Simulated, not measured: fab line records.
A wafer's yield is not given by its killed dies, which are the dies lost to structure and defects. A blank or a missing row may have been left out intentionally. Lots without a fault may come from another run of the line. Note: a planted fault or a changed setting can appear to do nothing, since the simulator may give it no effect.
Chamber matching :: flow sky130 :: 4 sister chambers for SKY_VIA2_ETCH_15 on rie diel-02
The step etches SiO2 in C4F8/O2/Ar, stops on TiN, target depth 546 nm, time 84 s. 4 wafers are shown with their chamber, then 7 later ones without.

EACH WAFER AND ITS CHAMBER
wafer: L936.6
chamber: 1
run length s (s): 112.0

wafer: L937.3
chamber: 3
run length s (s): 112.7

wafer: L937.4
chamber: 0
run length s (s): 111.9

wafer: L939.3
chamber: 2
run length s (s): 112.7

WAFERS WHOSE CHAMBER IS MISSING
wafer: L939.4
run length s (s): 112.6

wafer: L939.5
run length s (s): 112.9

wafer: L941.4
run length s (s): 113.1

wafer: L941.5
run length s (s): 112.7

wafer: L941.6
run length s (s): 112.9

wafer: L944.5
run length s (s): 112.6

wafer: L944.6
run length s (s): 111.9

WHICH CHAMBER EACH WENT THROUGH
wafer: L939.4
from the rows above: can't be placed: 2 or 3
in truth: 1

wafer: L939.5
from the rows above: can't be placed: 2 or 3
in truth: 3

wafer: L941.4
from the rows above: can't be placed: 2 or 3
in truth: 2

wafer: L941.5
from the rows above: can't be placed: 2 or 3
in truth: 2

wafer: L941.6
from the rows above: can't be placed: 2 or 3
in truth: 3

wafer: L944.5
from the rows above: can't be placed: 2 or 3
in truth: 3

wafer: L944.6
from the rows above: can't be placed: 0 or 1
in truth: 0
Correctly placed: 0 of 7. Cannot be placed on the basis of these rows: 7; the candidates contain the true chamber in 6. Number placed wrongly: 0.
How it was worked out, from the rows above alone: a wafer's distance from a chamber is the root of the sum, over the readings, of the square of ((its reading less the chamber's mean) divided by the reading's scatter). The wafer belongs to the nearest chamber; if the next one is less than 2 further off, it can't be placed. A chamber's mean is the mean of its shown wafers. The scatter: with one shown wafer a chamber, the root of the mean of the squares of how far each hidden wafer lies from its nearest shown one.
